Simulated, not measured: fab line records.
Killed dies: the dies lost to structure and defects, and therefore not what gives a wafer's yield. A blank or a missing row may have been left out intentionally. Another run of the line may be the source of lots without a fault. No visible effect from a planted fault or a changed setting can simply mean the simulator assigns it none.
fab line records + flow sky130
record:
- lots: 10
- wafers: 30
- last-day: 49
route steps=708 shown METAL1@435 VIA1@470 PAD_OPEN@708
lots that met no fault: from a run of the same line without faults
start-h: hours from the record's opening day to when the first of the lot's shown wafers began + wait-h: hours since the lot's step before + " as in the row above + L1.1+2: a row that stands for several wafers + - no value, or no start given + * or withheld: withheld + < > ~ a bound
route shown NAME@n: NAME is a module with steps in the file, n the number in the route of the first one + usual: the fault-free wafers' mean and standard deviation + same: alike in all rows + chamber/n: place in a boat + sites: readings site by site + _std_site: the standard deviation of these + _edge_site: the outer-site mean with the inner-site mean subtracted + radius-mm: for every site, how far away it sits from the centre of the wafer + mask NAME#n: copy n + behind: the last tool/chamber to shape the wafer + hold: the reason the lot was held/the length of the hold in hours/how it ended + device: which transistor (n, p or np) failed to switch + end of line: the route-end tests of the same wafers + step lacking rows: just its recipe + killed: not the wafer's yield, but the dies lost to structure and defects at the first sort + map: a wafer's dies, x killed, . not, _ none there
set.NAME: the setting the step ran with; set.NAME@STEP: the setting that earlier step ran with + model.NAME: the simulator's own value behind a step, which no gauge read
route steps across a sampled set of lots; one table per step, one row per wafer
services: when a tool's chamber went out of use (start-h, in hours from the record's first day, below 0 if earlier), for how many hours, and the reason
== steps ==
step: SKY_METAL1_SPUTTER_01
recipe:
- material: TiN
- target-thk-nm: 20
- power-w: 6500
- time-s: 16.7
- chamber-pressure-pa: 0.4
usual:
- cathode-dc-power-W: 6500.0/1.2
- chamber-pressure-pa: 0.3999/0.00088
- throttle-valve-pct: 29.4/0.88
| lot.wafer | tool           | chamber | start-h | wait-h | cathode-dc-power-W | chamber-pressure-pa | throttle-valve-pct |
|-----------|----------------|---------|---------|--------|--------------------|---------------------|--------------------|
| L393.2    | pvd-sputter-04 | -       | 744.06  | 0.0    | 6501.1             | 0.4005              | 30.0               |
| L393.3    | "              | -       | "       | "      | 6497.7             | 0.4002              | 28.7               |
| L393.6    | "              | -       | "       | "      | 6499.7             | 0.3987              | 29.0               |
| L395.1    | pvd-sputter-03 | -       | 762.02  | 0.0    | 6500.7             | 0.3985              | 31.4               |
| L395.3    | "              | -       | "       | "      | 6499.2             | 0.3987              | 28.8               |
| L395.6    | "              | -       | "       | "      | 6498.7             | 0.3990              | 28.6               |
| L396.3    | pvd-sputter-04 | -       | 769.48  | 0.0    | 6499.9             | 0.3986              | 30.0               |
| L396.4    | "              | -       | "       | "      | 6501.6             | 0.3983              | 29.2               |
| L396.6    | "              | -       | "       | "      | 6499.5             | 0.4003              | 30.4               |
| L397.1    | pvd-sputter-02 | -       | 779.75  | 0.0    | 6499.6             | 0.4009              | 29.7               |
| L397.3    | "              | -       | "       | "      | 6498.3             | 0.3984              | 27.7               |
| L397.4    | "              | -       | "       | "      | 6499.5             | 0.3998              | 29.9               |
| L400.1    | pvd-sputter-03 | -       | 802.24  | 0.0    | 6498.7             | 0.3996              | 29.5               |
| L400.2    | "              | -       | "       | "      | 6502.1             | 0.3985              | 31.4               |
| L400.4    | "              | -       | "       | "      | 6500.2             | 0.4004              | 28.8               |
| L406.1    | pvd-sputter-04 | -       | 849.87  | 0.0    | 6500.6             | 0.3990              | 29.8               |
| L406.2    | "              | -       | "       | "      | 6498.3             | 0.4022              | 29.6               |
| L406.3    | "              | -       | "       | "      | 6500.7             | 0.3999              | 29.3               |
| L407.2    | pvd-sputter-04 | -       | 860.89  | 0.0    | 6500.7             | 0.4008              | 29.4               |
| L407.4    | "              | -       | "       | "      | 6500.9             | 0.4011              | 29.8               |
| L407.5    | "              | -       | "       | "      | 6497.3             | 0.4003              | 30.1               |
| L408.1    | pvd-sputter-02 | -       | 868.63  | 0.0    | 6500.1             | 0.3999              | 29.1               |
| L408.3    | "              | -       | "       | "      | 6499.5             | 0.4016              | 29.9               |
| L408.5    | "              | -       | "       | "      | 6499.7             | 0.4005              | 29.5               |
| L411.1    | pvd-sputter-04 | -       | 882.93  | 0.0    | 6500.2             | 0.4007              | 29.3               |
| L411.2    | "              | -       | "       | "      | 6499.4             | 0.3993              | 30.1               |
| L411.4    | "              | -       | "       | "      | 6500.6             | 0.3994              | 29.2               |
| L412.1    | pvd-sputter-03 | -       | 887.48  | 0.0    | 6500.0             | 0.4014              | 29.7               |
| L412.2    | "              | -       | "       | "      | 6500.1             | 0.3976              | 28.6               |
| L412.4    | "              | -       | "       | "      | 6498.5             | 0.3993              | 30.4               |
step: SKY_VIA1_CD_MEAS_12
recipe:
- target-cd-nm: 150
usual:
- cd-nm: 150.0/1.6
| lot.wafer | tool      | chamber | start-h | wait-h | cd-nm |
|-----------|-----------|---------|---------|--------|-------|
| L393.2    | cd-sem-02 | -       | 799.24  | -      | 149.0 |
| L393.3    | "         | -       | "       | "      | 149.5 |
| L393.6    | "         | -       | "       | "      | 150.3 |
| L395.1    | cd-sem-01 | -       | 817.37  | -      | 151.4 |
| L395.3    | "         | -       | "       | "      | 150.2 |
| L395.6    | "         | -       | "       | "      | 153.2 |
| L396.3    | cd-sem-01 | -       | 824.21  | -      | 149.2 |
| L396.4    | "         | -       | "       | "      | 150.5 |
| L396.6    | "         | -       | "       | "      | 149.9 |
| L397.1    | cd-sem-01 | -       | 834.22  | -      | 147.7 |
| L397.3    | "         | -       | "       | "      | 146.2 |
| L397.4    | "         | -       | "       | "      | 145.8 |
| L400.1    | cd-sem-01 | -       | 856.30  | -      | 149.5 |
| L400.2    | "         | -       | "       | "      | 149.8 |
| L400.4    | "         | -       | "       | "      | 149.6 |
| L406.1    | cd-sem-02 | -       | 902.32  | -      | 151.3 |
| L406.2    | "         | -       | "       | "      | 151.9 |
| L406.3    | "         | -       | "       | "      | 152.9 |
| L407.2    | cd-sem-01 | -       | 913.99  | -      | 153.9 |
| L407.4    | "         | -       | "       | "      | 151.3 |
| L407.5    | "         | -       | "       | "      | 152.1 |
| L408.1    | cd-sem-01 | -       | 920.52  | -      | 152.1 |
| L408.3    | "         | -       | "       | "      | 151.9 |
| L408.5    | "         | -       | "       | "      | 151.4 |
| L411.1    | cd-sem-02 | -       | 934.57  | -      | 150.7 |
| L411.2    | "         | -       | "       | "      | 152.0 |
| L411.4    | "         | -       | "       | "      | 151.1 |
| L412.1    | cd-sem-02 | -       | 938.97  | -      | 148.4 |
| L412.2    | "         | -       | "       | "      | 149.2 |
| L412.4    | "         | -       | "       | "      | 148.7 |
step: SKY_VIA1_OVL_MEAS_13
usual:
- VIA1_OVL: -2/5
| lot.wafer | tool       | chamber | start-h | wait-h | VIA1_OVL[nm] |
|-----------|------------|---------|---------|--------|--------------|
| L393.2    | overlay-02 | -       | 799.35  | 0.1    | -1           |
| L393.3    | "          | -       | "       | "      | 1            |
| L393.6    | "          | -       | "       | "      | -1           |
| L395.1    | overlay-02 | -       | 817.49  | 0.1    | 0            |
| L395.3    | "          | -       | "       | "      | 6            |
| L395.6    | "          | -       | "       | "      | -2           |
| L396.3    | overlay-02 | -       | 824.30  | 0.1    | -1           |
| L396.4    | "          | -       | "       | "      | -5           |
| L396.6    | "          | -       | "       | "      | 0            |
| L397.1    | overlay-01 | -       | 834.34  | 0.1    | -9           |
| L397.3    | "          | -       | "       | "      | -2           |
| L397.4    | "          | -       | "       | "      | -9           |
| L400.1    | overlay-02 | -       | 856.42  | 0.1    | -1           |
| L400.2    | "          | -       | "       | "      | -4           |
| L400.4    | "          | -       | "       | "      | -2           |
| L406.1    | overlay-01 | -       | 902.44  | 0.1    | 1            |
| L406.2    | "          | -       | "       | "      | -4           |
| L406.3    | "          | -       | "       | "      | 0            |
| L407.2    | overlay-02 | -       | 914.10  | 0.1    | -6           |
| L407.4    | "          | -       | "       | "      | -2           |
| L407.5    | "          | -       | "       | "      | -4           |
| L408.1    | overlay-01 | -       | 920.64  | 0.1    | -1           |
| L408.3    | "          | -       | "       | "      | -2           |
| L408.5    | "          | -       | "       | "      | 3            |
| L411.1    | overlay-01 | -       | 934.69  | 0.1    | 1            |
| L411.2    | "          | -       | "       | "      | 5            |
| L411.4    | "          | -       | "       | "      | 4            |
| L412.1    | overlay-01 | -       | 939.09  | 0.1    | -5           |
| L412.2    | "          | -       | "       | "      | -3           |
| L412.4    | "          | -       | "       | "      | 2            |
step: SKY_VIA1_CVD_21
recipe:
- material: W
- target-thk-nm: 270
- time-s: 80.902
- temp-c: 400
- pressure-torr: 40
usual:
- heater-power-w: 801/78
| lot.wafer | tool     | chamber | start-h | wait-h | heater-power-w |
|-----------|----------|---------|---------|--------|----------------|
| L393.2    | cvd-w-02 | 1       | 800.12  | 0.0    | 785            |
| L393.3    | "        | 0       | "       | "      | 719            |
| L393.6    | "        | 1       | "       | "      | 798            |
| L395.1    | cvd-w-02 | 1       | 818.62  | 0.0    | 795            |
| L395.3    | "        | 0       | "       | "      | 748            |
| L395.6    | "        | 1       | "       | "      | 809            |
| L396.3    | cvd-w-02 | 0       | 825.12  | 0.1    | 724            |
| L396.4    | "        | 1       | "       | "      | 780            |
| L396.6    | "        | 1       | "       | "      | 810            |
| L397.1    | cvd-w-02 | 1       | 835.55  | 0.0    | 798            |
| L397.3    | "        | 1       | "       | "      | 790            |
| L397.4    | "        | 0       | "       | "      | 736            |
| L400.1    | cvd-w-01 | 1       | 857.21  | 0.0    | 744            |
| L400.2    | "        | 0       | "       | "      | 898            |
| L400.4    | "        | 0       | "       | "      | 893            |
| L406.1    | cvd-w-02 | 0       | 903.34  | 0.0    | 715            |
| L406.2    | "        | 1       | "       | "      | 794            |
| L406.3    | "        | 1       | "       | "      | 819            |
| L407.2    | cvd-w-01 | 0       | 914.87  | 0.0    | 912            |
| L407.4    | "        | 0       | "       | "      | 915            |
| L407.5    | "        | 0       | "       | "      | 916            |
| L408.1    | cvd-w-02 | 0       | 921.42  | 0.0    | 713            |
| L408.3    | "        | 1       | "       | "      | 743            |
| L408.5    | "        | 1       | "       | "      | 764            |
| L411.1    | cvd-w-01 | 0       | 935.47  | 0.0    | 915            |
| L411.2    | "        | 1       | "       | "      | 757            |
| L411.4    | "        | 1       | "       | "      | 728            |
| L412.1    | cvd-w-01 | 0       | 939.95  | 0.0    | 922            |
| L412.2    | "        | 1       | "       | "      | 758            |
| L412.4    | "        | 1       | "       | "      | 759            |
step: SKY_VIA1_RS_MEAS_22
recipe:
- thk-meas-gauge: four-point-probe
- reads: W_of_VIA1_CVD_21+TiN_of_VIA1_SPUTTER_20
usual:
- VIA1_W_RS: 0.424/0.007
| lot.wafer | tool          | chamber | start-h | wait-h | VIA1_W_RS[ohm/sq] |
|-----------|---------------|---------|---------|--------|-------------------|
| L393.2    | film-metro-04 | -       | 800.23  | 0.1    | 0.415             |
| L393.3    | "             | -       | "       | "      | 0.425             |
| L393.6    | "             | -       | "       | "      | 0.414             |
| L395.1    | film-metro-02 | -       | 818.72  | 0.1    | 0.412             |
| L395.3    | "             | -       | "       | "      | 0.426             |
| L395.6    | "             | -       | "       | "      | 0.409             |
| L396.3    | film-metro-01 | -       | 825.22  | 0.1    | 0.421             |
| L396.4    | "             | -       | "       | "      | 0.408             |
| L396.6    | "             | -       | "       | "      | 0.405             |
| L397.1    | film-metro-04 | -       | 835.64  | 0.1    | 0.408             |
| L397.3    | "             | -       | "       | "      | 0.407             |
| L397.4    | "             | -       | "       | "      | 0.430             |
| L400.1    | film-metro-02 | -       | 857.30  | 0.1    | 0.424             |
| L400.2    | "             | -       | "       | "      | 0.420             |
| L400.4    | "             | -       | "       | "      | 0.419             |
| L406.1    | film-metro-01 | -       | 903.43  | 0.1    | 0.485             |
| L406.2    | "             | -       | "       | "      | 0.472             |
| L406.3    | "             | -       | "       | "      | 0.474             |
| L407.2    | film-metro-01 | -       | 914.98  | 0.1    | 0.428             |
| L407.4    | "             | -       | "       | "      | 0.426             |
| L407.5    | "             | -       | "       | "      | 0.423             |
| L408.1    | film-metro-04 | -       | 921.51  | 0.1    | 0.493             |
| L408.3    | "             | -       | "       | "      | 0.484             |
| L408.5    | "             | -       | "       | "      | 0.483             |
| L411.1    | film-metro-01 | -       | 935.56  | 0.1    | 0.420             |
| L411.2    | "             | -       | "       | "      | 0.431             |
| L411.4    | "             | -       | "       | "      | 0.430             |
| L412.1    | film-metro-02 | -       | 940.04  | 0.1    | 0.423             |
| L412.2    | "             | -       | "       | "      | 0.433             |
| L412.4    | "             | -       | "       | "      | 0.431             |
step: SKY_VIA1_THK_MEAS_23
recipe:
- thk-meas-gauge: xrf
- reads: W_of_VIA1_CVD_21
usual:
- VIA1_W_THK: 275/5
| lot.wafer | tool          | chamber | start-h | wait-h | VIA1_W_THK[nm] |
|-----------|---------------|---------|---------|--------|----------------|
| L393.2    | film-metro-04 | -       | 800.34  | 0.1    | 280            |
| L393.3    | "             | -       | "       | "      | 274            |
| L393.6    | "             | -       | "       | "      | 280            |
| L395.1    | film-metro-02 | -       | 818.84  | 0.1    | 275            |
| L395.3    | "             | -       | "       | "      | 267            |
| L395.6    | "             | -       | "       | "      | 279            |
| L396.3    | film-metro-01 | -       | 825.32  | 0.1    | 276            |
| L396.4    | "             | -       | "       | "      | 286            |
| L396.6    | "             | -       | "       | "      | 287            |
| L397.1    | film-metro-04 | -       | 835.76  | 0.1    | 287            |
| L397.3    | "             | -       | "       | "      | 287            |
| L397.4    | "             | -       | "       | "      | 272            |
| L400.1    | film-metro-02 | -       | 857.42  | 0.1    | 273            |
| L400.2    | "             | -       | "       | "      | 275            |
| L400.4    | "             | -       | "       | "      | 276            |
| L406.1    | film-metro-01 | -       | 903.55  | 0.1    | 240            |
| L406.2    | "             | -       | "       | "      | 249            |
| L406.3    | "             | -       | "       | "      | 245            |
| L407.2    | film-metro-01 | -       | 915.09  | 0.1    | 276            |
| L407.4    | "             | -       | "       | "      | 277            |
| L407.5    | "             | -       | "       | "      | 277            |
| L408.1    | film-metro-04 | -       | 921.63  | 0.1    | 237            |
| L408.3    | "             | -       | "       | "      | 243            |
| L408.5    | "             | -       | "       | "      | 243            |
| L411.1    | film-metro-01 | -       | 935.68  | 0.1    | 280            |
| L411.2    | "             | -       | "       | "      | 273            |
| L411.4    | "             | -       | "       | "      | 273            |
| L412.1    | film-metro-02 | -       | 940.16  | 0.1    | 275            |
| L412.2    | "             | -       | "       | "      | 267            |
| L412.4    | "             | -       | "       | "      | 269            |
step: SKY_VIA1_CMP_24
recipe:
- stop-on: SiO2
- t-overpolish-s: 15
- down-force-psi: 3.5
- platen-rpm: 60
- target-thk-nm: 0
- pad-velocity-m-s: 0.94248
usual:
- motor-current-A: 11.0/0.77
- time-to-endpoint-s: 65.4/2.8
| lot.wafer | tool   | chamber | start-h | wait-h | motor-current-A | time-to-endpoint-s |
|-----------|--------|---------|---------|--------|-----------------|--------------------|
| L393.3    | cmp-01 | 3       | 800.44  | 0.1    | 10.3            | 62.3               |
| L393.2    | "      | 1       | "       | "      | 11.8            | 60.6               |
| L393.6    | "      | 2       | "       | "      | 9.6             | 68.6               |
| L395.1    | cmp-02 | 2       | 818.90  | 0.1    | 10.1            | 64.8               |
| L395.3    | "      | 1       | "       | "      | 11.8            | 65.0               |
| L395.6    | "      | 3       | "       | "      | 10.9            | 63.8               |
| L396.4    | cmp-01 | 2       | 825.36  | 0.0    | 9.5             | 73.2               |
| L396.3    | "      | 3       | "       | "      | 10.6            | 65.8               |
| L396.6    | "      | 2       | "       | "      | 9.7             | 72.8               |
| L397.1    | cmp-02 | 2       | 835.82  | 0.1    | 10.4            | 68.2               |
| L397.4    | "      | 3       | "       | "      | 11.0            | 64.6               |
| L397.3    | "      | 1       | "       | "      | 11.9            | 72.0               |
| L400.2    | cmp-02 | 2       | 857.48  | 0.0    | 10.1            | 68.9               |
| L400.4    | "      | 0       | "       | "      | 11.5            | 70.8               |
| L400.1    | "      | 1       | "       | "      | 12.0            | 69.0               |
| L406.3    | cmp-01 | 0       | 903.66  | 0.1    | 11.0            | 54.5               |
| L406.2    | "      | 1       | "       | "      | 11.2            | 56.2               |
| L406.1    | "      | 2       | "       | "      | 9.2             | 59.5               |
| L407.4    | cmp-01 | 2       | 915.14  | 0.0    | 9.6             | 64.9               |
| L407.2    | "      | 0       | "       | "      | 10.4            | 59.4               |
| L407.5    | "      | 2       | "       | "      | 10.1            | 67.7               |
| L408.1    | cmp-02 | 1       | 921.69  | 0.1    | 11.5            | 56.3               |
| L408.3    | "      | 3       | "       | "      | 10.7            | 56.4               |
| L408.5    | "      | 1       | "       | "      | 12.0            | 56.6               |
| L411.1    | cmp-01 | 1       | 935.74  | 0.1    | 11.1            | 67.5               |
| L411.4    | "      | 2       | "       | "      | 10.1            | 63.8               |
| L411.2    | "      | 3       | "       | "      | 10.9            | 64.4               |
| L412.2    | cmp-02 | 2       | 940.27  | 0.1    | 10.2            | 64.1               |
| L412.1    | "      | 3       | "       | "      | 11.3            | 65.6               |
| L412.4    | "      | 0       | "       | "      | 12.6            | 67.6               |
step: SKY_PAD_OPEN_PROBE_99
usual:
- defect-limited-yield: 82.2/2.2
- killed_at_M0_to_M3: 45/7.1
- killed_at_M4_up: 3.0/1.8
- killed-at-contacts: 24/5.4
- killed-at-front-end: 16/4.9
- killed-at-other: 0.3/0.63
- killed-dies: 88/11
- killed-open: 47/7.4
- killed-short: 40/7
- sort_bin_3_pad_short: 1.0/0.43
- sort_bin_5_function: 10.6/1.7
- sort_bin_6_memory: 6.3/1.1
- sort-n-pass: 404/11
- sort-yield-pct: 82.2/2.2
same:
- gross-dies: 492
- killed-at-back-side: 0
- sort_bin_4_leakage[%]: 0
- sort_bin_8_speed[%]: 0
| lot.wafer | tool      | chamber | start-h | wait-h | defect-limited-yield[%] | killed_at_M0_to_M3 | killed_at_M4_up | killed-at-contacts | killed-at-front-end | killed-at-other | killed-dies | killed-open | killed-short | sort_bin_3_pad_short[%] | sort_bin_5_function[%] | sort_bin_6_memory[%] | sort-n-pass | sort-yield-pct[%] |
|-----------|-----------|---------|---------|--------|-------------------------|--------------------|-----------------|--------------------|---------------------|-----------------|-------------|-------------|--------------|-------------------------|------------------------|----------------------|-------------|-------------------|
| L408.1    | prober-01 | -       | 1171.31 | 0.1    | 78.5                    | 58                 | 1               | 23                 | 24                  | 0               | 106         | 55          | 51           | 0.8                     | 13.8                   | 6.9                  | 386         | 78.5              |
| L408.3    | prober-01 | -       | 1171.41 | 0.2    | 83.1                    | 46                 | 2               | 22                 | 13                  | 0               | 83          | 36          | 47           | 1.0                     | 8.7                    | 7.1                  | 409         | 83.1              |
| L408.5    | prober-01 | -       | 1171.51 | 0.2    | 82.7                    | 45                 | 4               | 22                 | 12                  | 2               | 85          | 36          | 49           | 1.6                     | 9.8                    | 5.9                  | 407         | 82.7              |
killed by level:class
L408.1 VIA2:geometric-particle:open=9 METAL1:geometric-particle:short=8 VIA1:geometric-particle:short=8 VIA1:geometric-particle:open=8 FIELD_ISO:geometric-particle:open=7 POLY_GATE:geometric-particle:open=7 LI_CONTACT:geometric-particle:open=7 METAL2:geometric-particle:short=7
L408.3 METAL2:geometric-particle:short=14 VIA1:geometric-particle:open=11 CONTACT:geometric-particle:open=7 VIA3:geometric-particle:short=6 CONTACT:geometric-particle:short=5 METAL1:geometric-particle:short=5 POLY_GATE:geometric-particle:short=4 POLY_GATE:geometric-particle:open=3
L408.5 VIA1:geometric-particle:short=10 VIA3:geometric-particle:open=7 LI_CONTACT:geometric-particle:open=7 VIA1:geometric-particle:open=7 CONTACT:geometric-particle:short=6 METAL3:geometric-particle:short=6 POLY_GATE:geometric-particle:open=4 LOCAL_INTERCONNECT:geometric-particle:short=4
== services ==
| tool           | chamber | start-h | hours | kind   |
|----------------|---------|---------|-------|--------|
| cmp-01         | -       | 736.27  | 1.6   | repair |
| cmp-01         | -       | 738.17  | 0.7   | repair |
| cvd-w-01       | -       | 741.47  | 2.8   | pm     |
| cmp-01         | -       | 744.00  | 4.0   | pm     |
| cvd-w-02       | -       | 746.32  | 6.9   | pm     |
| cmp-02         | -       | 754.07  | 1.5   | repair |
| pvd-sputter-04 | -       | 756.06  | 1.0   | repair |
| cvd-w-02       | 1       | 763.88  | 14.6  | repair |
| pvd-sputter-04 | -       | 769.78  | 1.7   | repair |
| cmp-02         | -       | 774.28  | 4.3   | pm     |
| cmp-02         | -       | 788.82  | 0.9   | repair |
| pvd-sputter-04 | -       | 798.26  | 5.9   | repair |
| pvd-sputter-04 | -       | 811.54  | 4.9   | repair |
| pvd-sputter-04 | -       | 816.81  | 1.2   | repair |
| cvd-w-01       | -       | 817.99  | 1.9   | repair |
| cvd-w-01       | 0       | 821.27  | 12.9  | repair |
| cmp-02         | -       | 824.78  | 1.7   | repair |
| cmp-02         | -       | 845.78  | 6.2   | repair |
| pvd-sputter-04 | -       | 851.12  | 7.5   | repair |
| cmp-02         | -       | 861.20  | 2.7   | pm     |
| pvd-sputter-03 | -       | 891.68  | 1.9   | repair |
| cvd-w-01       | 1       | 895.26  | 7.7   | repair |
| cvd-w-02       | -       | 904.00  | 14.0  | pm     |
| cmp-02         | -       | 912.28  | 4.0   | pm     |
== key ==
first-sign:
- step: SKY_VIA1_RS_MEAS_22
- reading: VIA1_W_RS
- direction: up
- sigmas: 8.3
- usual: 0.424
- struck: 0.482
effect:
- step: SKY_VIA1_THK_MEAS_23
- reading: VIA1_W_THK
- direction: down
- sigmas: 6.4
- usual: 275
- struck: 243
effect:
- step: SKY_VIA1_CMP_24
- reading: time-to-endpoint-s
- direction: down
- sigmas: 3.2
- usual: *
- struck: *
met-at SKY_VIA1_CVD_21
struck-lots L406,L408
not-acting-at SKY_METAL1_SPUTTER_01,SKY_VIA1_CD_MEAS_12,SKY_VIA1_OVL_MEAS_13
onset-between 835.55 903.34
fault:
- kind: process-parameter-drift
- tool: cvd-w-02
- chamber: -
- onset-h: 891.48
- steps: SKY_VIA1_CVD_21
- channel: target-thk-nm
- offset: -31.994
- shape: step
- end-h: 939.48
- acts-in: these-recipes-only
- stated: 270
